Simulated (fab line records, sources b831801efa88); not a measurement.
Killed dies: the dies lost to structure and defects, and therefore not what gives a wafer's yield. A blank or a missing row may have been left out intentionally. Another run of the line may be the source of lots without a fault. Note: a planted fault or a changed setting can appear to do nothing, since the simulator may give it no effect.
Which of the tools did it?    flow gf180mcu    13 lots, 39 wafers sampled, at 5 steps of a route of 602

## WHAT THE GAUGES SHOWED, per wafer
GF_PSD_CD_MEAS_07: the cd target is 400 nm.
lot   measured      on         cd_nm (nm)
L497  day 14 07:58  cd_sem-01  398.9 400.9 396.6
L498  day 14 14:58  cd_sem-01  399.3 401.3 398.2
L499  day 15 01:09  cd_sem-01  397.4 396.6 396.6
L500  day 15 06:10  cd_sem-02  404.9 404.7 404.1
L501  day 15 18:49  cd_sem-02  398.4 398.3 398.0
L505  day 17 00:47  cd_sem-02  318.5 319.0 320.6
L510  day 18 22:26  cd_sem-02  398.7 400.7 399.1
L512  day 19 13:59  cd_sem-01  404.1 405.0 401.7
L513  day 20 03:14  cd_sem-02  395.5 395.5 399.5
L515  day 20 18:17  cd_sem-01  399.7 399.4 400.8
L517  day 21 08:17  cd_sem-01  402.8 400.3 402.1
L519  day 21 18:56  cd_sem-01  395.7 399.5 398.9
L520  day 22 06:02  cd_sem-01  403.4 404.0 401.2

GF_CONTACT_CD_MEAS_14: the cd target is 220 nm.
lot   measured      on         cd_nm (nm)
L497  day 16 05:56  cd_sem-02  218.0 216.7 217.9
L498  day 16 13:23  cd_sem-01  221.4 219.3 221.8
L499  day 16 23:39  cd_sem-02  221.2 219.8 218.3
L500  day 17 04:34  cd_sem-01  216.5 217.3 216.6
L501  day 17 17:41  cd_sem-02  218.5 218.4 219.0
L505  day 19 02:14  cd_sem-01  223.2 223.9 224.1
L510  day 21 01:59  cd_sem-02  219.3 220.2 221.9
L512  day 21 16:04  cd_sem-02  218.0 219.6 218.5
L513  day 22 04:41  cd_sem-02  221.1 221.7 220.1
L515  day 22 20:44  cd_sem-01  219.7 219.2 219.4
L517  day 23 09:29  cd_sem-01  219.6 218.3 219.2
L519  day 23 19:29  cd_sem-01  220.3 219.9 220.9
L520  day 24 06:13  cd_sem-02  220.4 220.1 220.1

## WHICH TOOL RAN EACH LOT (tool, then ch and the chambers of the sampled wafers, then the start)
lot   GF_PSD_EXPOSE_04                     GF_SAB_STRIP_13                       GF_SALICIDE_SPUTTER_02
L497  iline_stepper-02 ch 0, day 13 21:42  plasma_asher-02 ch 0,1, day 15 06:09  pvd_sputter-03, day 15 06:20
L498  iline_stepper-01 ch 0, day 14 04:45  plasma_asher-02 ch 0,1, day 15 12:52  pvd_sputter-03, day 15 13:01
L499  iline_stepper-01 ch 0, day 14 15:11  plasma_asher-01 ch 0,1, day 15 23:52  pvd_sputter-02, day 16 00:04
L500  iline_stepper-02 ch 0, day 14 20:02  plasma_asher-02 ch 0,1, day 16 04:51  pvd_sputter-03, day 16 05:02
L501  iline_stepper-01 ch 0, day 15 07:59  plasma_asher-03 ch 0,1, day 16 17:41  pvd_sputter-04, day 16 17:50
L505  iline_stepper-02 ch 0, day 16 13:17  plasma_asher-02 ch 0,1, day 18 01:08  pvd_sputter-03, day 18 01:20
L510  iline_stepper-02 ch 0, day 18 10:51  plasma_asher-03 ch 1, day 20 00:26    pvd_sputter-03, day 20 00:38
L512  iline_stepper-01 ch 0, day 19 02:35  plasma_asher-03 ch 0,1, day 20 14:54  pvd_sputter-03, day 20 15:05
L513  iline_stepper-01 ch 0, day 19 15:29  plasma_asher-01 ch 0,1, day 21 03:56  pvd_sputter-03, day 21 04:07
L515  iline_stepper-01 ch 0, day 20 06:29  plasma_asher-03 ch 0,1, day 21 19:38  pvd_sputter-03, day 21 19:50
L517  iline_stepper-02 ch 0, day 20 19:56  plasma_asher-02 ch 1, day 22 08:47    pvd_sputter-04, day 22 08:58
L519  iline_stepper-01 ch 0, day 21 07:28  plasma_asher-03 ch 0,1, day 22 19:23  pvd_sputter-02, day 22 19:34
L520  iline_stepper-01 ch 0, day 21 18:35  plasma_asher-03 ch 0,1, day 23 06:35  pvd_sputter-04, day 23 06:46
- GF_PSD_EXPOSE_04: exposes mask Pplus, target cd 400 nm.
- GF_SAB_STRIP_13: strips in O2/N2.
- GF_SALICIDE_SPUTTER_02: material Co, target thk 10 nm, time 20 s.

## AS READ BY THE TOOLS THEMSELVES (means over the sampled wafers that have a number; for cases with no such wafer, the mark the record gives instead)
GF_SAB_STRIP_13.
lot   tool             drypump_motor_current_A (A)  heater_power_w (W)  oes_product_au (a.u.)  strip_time_to_endpoint_s (s)
L497  plasma_asher-02  5.2                          296                 0.710                  12.61
L498  plasma_asher-02  5.2                          292                 0.715                  12.60
L499  plasma_asher-01  6.1                          307                 0.709                  12.58
L500  plasma_asher-02  5.2                          296                 0.711                  12.63
L501  plasma_asher-03  5.5                          324                 0.712                  12.63
L505  plasma_asher-02  5.2                          294                 0.709                  12.65
L510  plasma_asher-03  4.9                          310                 0.712                  12.64
L512  plasma_asher-03  5.6                          320                 0.711                  12.64
L513  plasma_asher-01  6.1                          303                 0.712                  12.62
L515  plasma_asher-03  6.2                          317                 0.704                  12.59
L517  plasma_asher-02  5.3                          297                 0.709                  12.60
L519  plasma_asher-03  5.5                          314                 0.711                  12.60
L520  plasma_asher-03  6.2                          326                 0.711                  12.55

GF_SALICIDE_SPUTTER_02.
lot   tool            throttle_valve_pct (%)
L497  pvd_sputter-03  30.7
L498  pvd_sputter-03  30.5
L499  pvd_sputter-02  30.9
L500  pvd_sputter-03  30.5
L501  pvd_sputter-04  30.6
L505  pvd_sputter-03  31.3
L510  pvd_sputter-03  30.6
L512  pvd_sputter-03  30.2
L513  pvd_sputter-03  30.4
L515  pvd_sputter-03  29.9
L517  pvd_sputter-04  30.8
L519  pvd_sputter-02  30.8
L520  pvd_sputter-04  29.9

## THE ANSWER, worked out from the rows above alone
Rule: usual is defined by the lots themselves. The widest of any qualifying gaps counts: lots, ordered by their means at a reading, are off when they make up no more than a third of the lots, leave a main group of 4 or more, and stand apart from it by 3 or more times the standard deviation of that group's means. A main group whose means are all the same, to the digits that the tables above print for the reading, isn't used. Also off: a lot with no number at a reading for which 4 or more lots have one. Any other lot the step has rows for is counted as sound. Order of review: gauges by route order, followed by the tools' own readings, for which a lot's mean as printed above is used. At the first step where some lot is off, the reading lying furthest off is the one used; lots without a number count as furthest.
Off: L505, at GF_PSD_CD_MEAS_07 (cd_nm). Main group: mean 400.1 nm, sd 2.5.
If a tool, at a process step before that reading, ran all the lots that are off and no sound lot after the first of them, it fits. Gauges at GF_PSD_CD_MEAS_07: tried the same way as those tools. No candidate that was tried fits.

## WHAT THE SIMULATOR HAD INSERTED
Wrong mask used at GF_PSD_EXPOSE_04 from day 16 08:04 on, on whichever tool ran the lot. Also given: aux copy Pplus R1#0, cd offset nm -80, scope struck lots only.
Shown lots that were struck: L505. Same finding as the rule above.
